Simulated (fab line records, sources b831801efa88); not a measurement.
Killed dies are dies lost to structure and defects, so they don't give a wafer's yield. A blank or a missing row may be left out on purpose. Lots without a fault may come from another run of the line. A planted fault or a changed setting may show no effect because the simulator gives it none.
Chamber matching | flow sky130 | SKY_PASSIVATION_ETCH_11 on rie_diel-04: 4 sister chambers
The step etches the open film in CF4/O2, stops on AlCu, target depth 725 nm, time 161.1 s. 22 wafers are shown with their chamber, then 11 later ones without.

WAFERS WITH THEIR CHAMBER
wafer  | chamber | drypump_motor_current_A (A) | rf_fwd_power_W (W) | throttle_valve_pct (%)
L074.1 | 1       | 6.1                         | 801.3              | 5.967
L074.2 | 0       | 5.5                         | 794.4              | 5.971
L074.6 | 3       | 6.1                         | 793.8              | 5.957
L075.2 | 0       | 5.5                         | 798.1              | 5.961
L075.3 | 2       | 5.3                         | 799.0              | 5.952
L075.6 | 3       | 6.1                         | 790.0              | 5.972
L076.2 | 2       | 5.4                         | 800.2              | 5.971
L076.3 | 3       | 6.1                         | 792.5              | 5.965
L076.4 | 0       | 5.5                         | 794.3              | 5.970
L080.1 | 1       | 6.2                         | 796.3              | 5.958
L080.3 | 2       | 5.4                         | 800.2              | 5.957
L080.6 | 1       | 6.1                         | 795.5              | 5.966
L086.1 | 3       | 6.1                         | 789.1              | 5.960
L086.3 | 0       | 5.5                         | 794.9              | 5.975
L086.6 | 3       | 6.1                         | 792.5              | 6.000
L085.1 | 0       | 5.5                         | 796.3              | 5.964
L085.4 | 3       | 6.1                         | 796.9              | 5.969
L085.5 | 1       | 6.1                         | 794.7              | 5.958
L087.1 | 1       | 6.2                         | 798.0              | 5.964
L087.4 | 0       | 5.5                         | 794.9              | 5.963
L087.5 | 3       | 6.1                         | 791.3              | 5.970
L089.2 | 1       | 6.1                         | 799.8              | 5.972

SIGNATURES (means of the wafers above)
reading                 | chamber 0 | chamber 1 | chamber 2 | chamber 3 | scatter within a chamber
drypump_motor_current_A | 5.500     | 6.133     | 5.367     | 6.100     | 0.0333
rf_fwd_power_W          | 795.483   | 797.600   | 799.800   | 792.300   | 2.17
throttle_valve_pct      | 5.96733   | 5.96417   | 5.96000   | 5.97043   | 0.00969
Rule: a wafer's distance from a chamber is the root of the sum, over the readings, of the square of ((its reading less the chamber's mean) divided by the reading's scatter). The wafer belongs to the nearest chamber; if the next one is less than 2 further off, it can't be placed. The scatter: the root of (the sum of the squares of (reading less its chamber's mean) over the shown wafers, divided by (wafers less chambers)).

WAFERS WITHOUT THEIR CHAMBER
wafer  | drypump_motor_current_A (A) | rf_fwd_power_W (W) | throttle_valve_pct (%)
L089.3 | 5.3                         | 798.8              | 5.975
L089.5 | 6.2                         | 797.3              | 5.974
L093.1 | 5.5                         | 797.3              | 5.978
L093.2 | 6.1                         | 792.8              | 5.963
L093.3 | 6.1                         | 792.1              | 5.957
L095.1 | 6.2                         | 799.6              | 5.976
L095.2 | 5.4                         | 801.3              | 5.949
L095.6 | 5.4                         | 802.3              | 5.961
L096.1 | 5.5                         | 793.9              | 5.971
L096.3 | 6.2                         | 799.5              | 5.973
L096.5 | 6.1                         | 799.1              | 5.974

WHICH CHAMBER EACH WENT THROUGH
wafer  | from the rows above     | in truth
L089.3 | 2                       | 2
L089.5 | can't be placed: 1 or 3 | 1
L093.1 | 0                       | 0
L093.2 | can't be placed: 3 or 1 | 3
L093.3 | can't be placed: 3 or 1 | 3
L095.1 | 1                       | 1
L095.2 | 2                       | 2
L095.6 | 2                       | 2
L096.1 | 0                       | 0
L096.3 | 1                       | 1
L096.5 | can't be placed: 1 or 3 | 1
Placed correctly: 7 of 11. Can't be placed from these rows: 4 (the true chamber is among the candidates in 4). Placed wrongly: 0.
